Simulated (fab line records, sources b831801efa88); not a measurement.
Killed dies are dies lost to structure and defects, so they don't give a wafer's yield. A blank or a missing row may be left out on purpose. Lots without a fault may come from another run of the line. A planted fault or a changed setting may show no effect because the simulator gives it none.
Split-lot experiment | flow sky130 | 5 lots, 23 wafers read, on a route of 708 steps

THE SPLIT
At SKY_SONOS_ONO_EXPOSE_10 (exposes mask ONOM, target cd 410 nm), the setting dose_mj was moved away from the recipe's 150 on 8 of the 23 wafers read, by -6.8% to +2.8%. The other wafers ran this setting at the recipe's value.

FROM THE SPLIT TO THE READING: what the file shows between them, 2 steps
- SKY_SONOS_ONO_PEB_11
- SKY_SONOS_ONO_DEVELOP_12: develop time 60 s

THE READING
cd_nm, in nm, at SKY_SONOS_ONO_CD_MEAS_13 (target cd 410 nm). Fault-free wafers of this fab line usually give 409.9 nm, standard deviation 2.4 nm.

wafer  | tool, chamber at the split | dose_mj as run | against the recipe | cd_nm, nm | against lot-mates on the recipe
L074.1 | iline_stepper-02, 0        | 150            | recipe             | 412.7     | -
L074.4 | iline_stepper-02, 0        | 150            | recipe             | 412.9     | -
L074.5 | iline_stepper-02, 0        | 150            | recipe             | 411.9     | -
L078.1 | iline_stepper-02, 0        | 150            | recipe             | 412.3     | -
L078.2 | iline_stepper-02, 0        | 150            | recipe             | 410.5     | -
L078.3 | iline_stepper-02, 0        | 150            | recipe             | 411.0     | -
L078.4 | iline_stepper-02, 0        | 150            | recipe             | 410.0     | -
L078.5 | iline_stepper-02, 0        | 150            | recipe             | 412.9     | -
L077.1 | iline_stepper-01, 0        | 150            | recipe             | 408.7     | -
L077.2 | iline_stepper-01, 0        | 150            | recipe             | 408.7     | -
L077.3 | iline_stepper-01, 0        | 142.1          | -5.3%              | 424.5     | +16.7
L077.4 | iline_stepper-01, 0        | 142.1          | -5.3%              | 423.8     | +16.0
L077.6 | iline_stepper-01, 0        | 150            | recipe             | 406.1     | -
L082.1 | iline_stepper-01, 0        | 139.8          | -6.8%              | 429.0     | +18.4
L082.2 | iline_stepper-01, 0        | 150            | recipe             | 411.4     | -
L082.3 | iline_stepper-01, 0        | 139.8          | -6.8%              | 429.8     | +19.2
L082.4 | iline_stepper-01, 0        | 150            | recipe             | 409.9     | -
L082.5 | iline_stepper-01, 0        | 139.8          | -6.8%              | 429.5     | +18.9
L083.1 | iline_stepper-02, 0        | 150            | recipe             | 408.9     | -
L083.2 | iline_stepper-02, 0        | 154.2          | +2.8%              | 399.7     | -8.7
L083.4 | iline_stepper-02, 0        | 154.2          | +2.8%              | 399.4     | -9.0
L083.5 | iline_stepper-02, 0        | 150            | recipe             | 407.8     | -
L083.6 | iline_stepper-02, 0        | 154.2          | +2.8%              | 402.7     | -5.7

THE FIT
A straight line over all 23 wafers: cd_nm changes by -2.87 nm for each +1% of dose_mj; r = -0.98; the points scatter about the line by 1.9 nm.
The same after taking each lot's own level away (the mean of its wafers on the recipe; 23 wafers): -2.84 nm for each +1%; r = -0.99; scatter 1.1 nm.
On that fit, the largest move of dose_mj shifts the reading by 19 nm.
The lots' own levels span 407.83 to 412.50 nm, that is 1.9 times the standard deviation above.
So the lot-to-lot level changes the slope little: the two slopes agree.
Check: with one of the wafers moved furthest among these (-6.8%) left out of the fit, the line predicts +19.7 nm for it against its lot-mates. It came out at +18.4 nm against them.

OTHER SPLITS ON THESE WAFERS
These wafers also went through other splits before the reading. Each is held against what the fit with the lots' levels taken away leaves over:
other split on the same wafers         | wafers away from the commonest value | r with cd_nm (lot level and that fit taken away)
SKY_VT_ADJUST_NCORE_EXPOSE_04 dose_mj  | 8                                    | -0.14
SKY_VT_ADJUST_HVTR_COAT_02 spin_rpm    | 10                                   | -0.01
SKY_VT_ADJUST_HVTR_IMPLANT_09 dose_cm2 | 8                                    | -0.21
SKY_SONOS_ONO_CVD_04 pressure_mtorr    | 18                                   | +0.15

THE WHOLE CHAIN: every reading that the file lists as answering this split, in the file's order
step                     | what it does                                                       | reading                                                          | change (the file's fit)              | r (the file's)
SKY_SONOS_ONO_CD_MEAS_13 | target cd 410 nm                                                   | cd_nm                                                            | -2.88 nm for each +1% of the setting | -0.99
SKY_SONOS_ONO_ETCH_15    | etches the open film in CHF3/O2, target depth 19.52 nm, time 7.8 s | SONOS_ONO.cd_nm (the simulator's own value, which no gauge read) | -2.9 nm for each +1% of the setting  | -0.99

THE FILE'S OWN FIT
cd_nm changes by -2.88 nm for each +1% of dose_mj, r = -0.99.
